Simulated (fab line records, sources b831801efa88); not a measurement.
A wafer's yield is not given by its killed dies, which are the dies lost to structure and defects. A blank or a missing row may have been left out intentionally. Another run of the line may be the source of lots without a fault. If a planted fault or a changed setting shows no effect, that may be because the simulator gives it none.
A struck lot beside a sound one + flow sky130 + 15 steps out of a route of 708
Sound: the wafers L201.2, L201.3, L201.5. Struck: wafers L222.2, L222.3, L222.4. At the end, the cause is stated.
For every step that has rows: the tool of each side, followed by ch and its chambers, followed by its first start. Under that, the readings that differ: sound wafers + struck wafers + difference of the means + sigmas: that difference in standard deviations of wafers without a fault.
alike: words and numbers the same on both sides, and readings whose means are apart by under 2 such deviations; not compared: readings that were withheld, readings missing a value for some wafer, numbers with overlapping values and no deviation given by the record, and bounds like >300 which may hide the same value.
The two part at a step that has a row with sigmas, a row that says differs or no value, or rows on one side only. Numbers that don't overlap but have no deviation are shown without sigmas and don't part them. A reading missing from all wafers of one side parts the sides only when that side holds two or more wafers.

first, 2 steps without rows for these wafers: SKY_POLY_GATE_CLEAN_19 (cleans in SC1/SC2, time 150 s); SKY_POLY_GATE_OXIDATION_20 (stabilise 600 s, purge 300 s, target thk 4 nm).
SKY_POLY_GATE_THK_MEAS_21:
  sound on film-metro-03, day 17 04:56; struck on film-metro-02, day 24 06:51
  alike: POLY_GATE_OXIDATION_THK
SKY_POLY_GATE_CD_MEAS_22:
  sound on cd-sem-01, day 17 05:01; struck on cd-sem-01, day 24 06:56
  alike: cd-nm
then, 7 steps without rows for these wafers: SKY_LDD_N_DEHYDRATE_00 (time 60 s); SKY_LDD_N_HMDS_01 (prime time 60 s); SKY_LDD_N_COAT_02 (resist thk 300 nm); SKY_LDD_N_SOFTBAKE_03 (time 60 s); SKY_LDD_N_EXPOSE_04 (exposes mask NTM, target cd 840 nm); SKY_LDD_N_PEB_05; SKY_LDD_N_DEVELOP_06 (develop time 60 s).
SKY_LDD_N_OVL_MEAS_07:
  sound on overlay-01, day 18 10:05; struck on overlay-02, day 25 12:42
  alike: LDD_N_OVL
SKY_LDD_N_IMPLANT_08:
  sound on implanter-01 ch 0, day 18 10:08; struck on implanter-01 ch 0, day 25 12:45
| reading                          | sound                      | struck                        | difference | sigmas      |
|----------------------------------|----------------------------|-------------------------------|------------|-------------|
| beam-on-s (s)                    | 9.96 9.96 10.00            | 11.93 11.85 11.43             | +1.76      | +9          |
| end-station-pressure-torr (Torr) | 5.26e-06 5.02e-06 5.39e-06 | 7.773e-05 8.217e-05 9.204e-05 | +7.876e-05 | +99 or more |
| faraday-current-uA               | 425 424 422                | 352 353 365                   | -67        | -8          |
following that, these wafers have no rows for 1 step: SKY_LDD_N_IMPLANT_09.
-- here the record skips 25 days between the struck wafers' starts before and after, leaving off in module LDD_N and picking up in module PAD_OPEN (first step shown: number 708 of the route) --
SKY_PAD_OPEN_PROBE_99:
  sound on prober-01, day 46 04:22; struck on prober-02, day 50 15:27
| reading                     | sound           | struck            | difference | sigmas |
|-----------------------------|-----------------|-------------------|------------|--------|
| model.etest.tip-n.rs-ohm-sq | 441.3 440.8 441 | 431.7 430.1 432.9 | -9.5       |        |
  alike: killed_at_M0_to_M3, killed_at_M4_up, killed-at-contacts, killed-at-front-end, killed-at-other, killed-dies, killed-open, killed-short

## WHERE THEY PART
At SKY_LDD_N_IMPLANT_08 and nowhere else, as far as this record goes. Later steps at which nothing parts them and some readings are alike: SKY_PAD_OPEN_PROBE_99.

WHY: whatever the simulator had introduced
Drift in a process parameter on implanter-01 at SKY_LDD_N_IMPLANT_08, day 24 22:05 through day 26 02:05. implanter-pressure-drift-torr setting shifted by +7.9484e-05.
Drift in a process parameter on implanter-01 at SKY_LDD_N_IMPLANT_08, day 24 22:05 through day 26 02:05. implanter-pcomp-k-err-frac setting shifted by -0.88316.
